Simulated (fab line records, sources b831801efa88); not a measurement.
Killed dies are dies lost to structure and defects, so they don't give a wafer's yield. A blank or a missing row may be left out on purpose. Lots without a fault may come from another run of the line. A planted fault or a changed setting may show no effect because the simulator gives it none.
A struck lot beside a sound one | flow sfq_line | 41 steps out of a route of 325
Sound: wafers L497.1, L497.2, L497.5. Struck: wafer L508.1. (L508.2, L508.4 of the same lot were not struck and are left out.) The cause comes at the end.
At each step with rows: each side's tool, then ch and its chambers, then its first start. Under that, the readings that differ: sound wafers | struck wafers | difference of the means | sigmas: that difference in standard deviations of wafers without a fault.
alike: readings whose means differ by less than 2 such deviations, and words and numbers that are the same on both sides. not compared: withheld readings, readings that some wafer has no value for, bounds like >300 that may hide the same value, and numbers for which the record gives no deviation and whose values overlap.
The two part at a step that has a row with sigmas, a row that says differs or no value, or rows on one side only. Numbers that don't overlap but have no deviation are shown without sigmas and don't part them. A reading that every wafer of one side lacks parts them only if that side has two wafers or more.

first, 1 step without rows for these wafers: SFQ_TRILAYER_M6_DEP_PRE_CLEAN_158 (time 22.5 s).
SFQ_TRILAYER_M6_DEP_SPUTTER_157: material Nb, target thk 200 nm, time 133.3 s.
  sound on pvd_sputter-06, day 67 17:28; struck on pvd_sputter-05, day 71 03:08
  alike: throttle_valve_pct
SFQ_M6_RS_MEAS_938: measures by four-point-probe.
  sound on film_metro-02, day 67 17:33; struck on film_metro-02, day 71 03:13
  alike: M6_NB_RS
then, 6 steps without rows for these wafers: SFQ_TRILAYER_M6_LITHO_COAT_164 (resist thk 62 nm); SFQ_TRILAYER_M6_LITHO_COAT_159 (resist thk 600 nm); SFQ_TRILAYER_M6_LITHO_SOFTBAKE_163; SFQ_TRILAYER_M6_LITHO_EXPOSE_160 (exposes mask M6, target cd 500 nm); SFQ_TRILAYER_M6_LITHO_PEB_162 (peb time 60 s); SFQ_TRILAYER_M6_LITHO_DEVELOP_161 (time 60 s).
SFQ_M6_OVL_MEAS_940:
  sound on overlay-01, day 69 07:22; struck on overlay-02, day 72 08:12
  alike: M6_OVL
then, 1 step without rows for these wafers: SFQ_TRILAYER_M6_BARC_OPEN_METAL_ETCH_206 (etches BARC in O2, target depth 125 nm, time 41.7 s).
SFQ_TRILAYER_M6_ETCH_METAL_ETCH_162: etches Nb in Cl2/Ar, stops on SiO2, target depth 240 nm, time 120 s.
  sound on rie_metal-01 ch 0,1, day 69 07:28; struck on rie_metal-01 ch 1, day 72 08:18
  reading                                             | sound             | struck | difference | sigmas
  oes_product_au (a.u.)                               | 0.896 0.894 0.900 | 0.995  | +0.098     | +15
  run_length_s (s)                                    | 147.4 148.1 147.8 | 114.6  | -33.2      | -69
  model.KrF_of_TRILAYER_M6_LITHO_COAT_159.thk_nm (nm) | 384.1 383.8 385.2 | 420.4  | +36.0      |
  model.etch.depth_nm (nm)                            | 201.8 199.8 201.2 | 169.8  | -31.1      |
  model.M6.feature_depth_nm (nm)                      | 201.8 199.8 201.2 | 169.8  | -31.1      |
  alike: drypump_motor_current_A
  not compared: rf_hours_counter_h
SFQ_TRILAYER_M6_STRIP_STRIP_163: strips in O2.
  sound on rie_metal-01 ch 0,1, day 69 07:35; struck on rie_metal-01 ch 1, day 72 08:25
  alike: drypump_motor_current_A, oes_product_au
  not compared: rf_hours_counter_h
then, 2 steps without rows for these wafers: SFQ_TRILAYER_M6_STRIP_SOLV_CLEAN_164 (cleans in NMP, time 600 s); SFQ_TRILAYER_I6_DEP_PECVD_165 (deposits SiO2 from SiH4/N2O, time 111.11 s, target thk 500 nm).
SFQ_TRILAYER_I6_CMP_CMP_166: polishes SiO2.
  sound on cmp-01 ch 0,2, day 69 12:26; struck on cmp-02 ch 0, day 72 12:53
  alike: edge_zone_pressure_frac, motor_current_A, time_to_endpoint_s
SFQ_I6_BOW_MEAS_941:
  sound on film_metro-02, day 69 15:26; struck on film_metro-01, day 72 15:53
  reading     | sound   | struck | difference | sigmas
  I6_BOW (um) | -4 -9 4 | 24     | +27        | +3
then, 7 steps without rows for these wafers: SFQ_TRILAYER_I6_METRO_MEASURE_167; SFQ_TRILAYER_I6_VIA_LITHO_COAT_174 (resist thk 62 nm); SFQ_TRILAYER_I6_VIA_LITHO_COAT_169 (resist thk 650 nm); SFQ_TRILAYER_I6_VIA_LITHO_SOFTBAKE_173; SFQ_TRILAYER_I6_VIA_LITHO_EXPOSE_170 (exposes mask I6, target cd 700 nm); SFQ_TRILAYER_I6_VIA_LITHO_PEB_172 (peb time 60 s); SFQ_TRILAYER_I6_VIA_LITHO_DEVELOP_171 (time 60 s).
SFQ_I6_OVL_MEAS_942:
  sound on overlay-01, day 70 16:58; struck on overlay-01, day 73 17:35
  alike: I6_OVL
then, 2 steps without rows for these wafers: SFQ_TRILAYER_I6_VIA_BARC_OPEN_VIA_ETCH_235 (etches BARC in O2, target depth 125 nm, time 41.7 s); SFQ_TRILAYER_I6_VIA_ETCH_VIA_ETCH_172 (etches SiO2 in CHF3, stops on Nb, target depth 260 nm).
SFQ_TRILAYER_I6_VIA_STRIP_STRIP_173: strips in O2.
  sound on rie_metal-02 ch 0,1, day 70 17:09; struck on rie_metal-02 ch 0, day 73 17:47
  alike: drypump_motor_current_A, oes_product_au
  not compared: rf_hours_counter_h
then, 3 steps without rows for these wafers: SFQ_TRILAYER_I6_VIA_STRIP_SOLV_CLEAN_174 (cleans in NMP, time 600 s); SFQ_TRILAYER_M7_DEP_PRE_CLEAN_176 (time 22.5 s); SFQ_TRILAYER_M7_DEP_SPUTTER_175 (material Nb, target thk 200 nm, time 133.3 s).
SFQ_M7_RS_MEAS_943: measures by four-point-probe.
  sound on film_metro-04, day 70 18:03; struck on film_metro-03, day 73 18:41
  alike: M7_NB_RS
then, 6 steps without rows for these wafers: SFQ_TRILAYER_M7_LITHO_COAT_182 (resist thk 62 nm); SFQ_TRILAYER_M7_LITHO_COAT_177 (resist thk 600 nm); SFQ_TRILAYER_M7_LITHO_SOFTBAKE_181; SFQ_TRILAYER_M7_LITHO_EXPOSE_178 (exposes mask M7, target cd 500 nm); SFQ_TRILAYER_M7_LITHO_PEB_180 (peb time 60 s); SFQ_TRILAYER_M7_LITHO_DEVELOP_179 (time 60 s).
SFQ_M7_OVL_MEAS_945:
  sound on overlay-01, day 72 01:00; struck on overlay-02, day 74 22:02
  alike: M7_OVL
SFQ_TRILAYER_M7_BARC_OPEN_METAL_ETCH_229: etches BARC in O2, target depth 125 nm, time 41.7 s.
  sound on rie_metal-03 ch 0,1, day 72 01:02; struck on rie_metal-01 ch 1, day 74 22:05
  reading               | sound             | struck | difference | sigmas
  oes_product_au (a.u.) | 0.671 0.683 0.678 | 0.688  | +0.011     | +2
  alike: drypump_motor_current_A, run_length_s
  not compared: rf_hours_counter_h
-- the record jumps here: 7 days lie between the struck wafers' starts before and after --
SFQ_M8_BOW_MEAS_951:
  sound on film_metro-02, day 76 15:58; struck on film_metro-02, day 81 13:53
  reading                       | sound    | struck | difference | sigmas
  model.etest.m6.comb_log10_ohm | 12 12 12 | 0      | -12        |
  alike: M8_BOW

WHERE THEY PART
First at SFQ_TRILAYER_M6_ETCH_METAL_ETCH_162; last, within this record, at SFQ_TRILAYER_M7_BARC_OPEN_METAL_ETCH_229. Later steps at which nothing parts them and some readings are alike: SFQ_M8_BOW_MEAS_951.

WHY: what the simulator had put in
Process parameter drift: rie_metal-01, from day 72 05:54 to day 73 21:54, at SFQ_TRILAYER_M6_ETCH_METAL_ETCH_162. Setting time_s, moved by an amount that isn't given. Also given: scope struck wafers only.
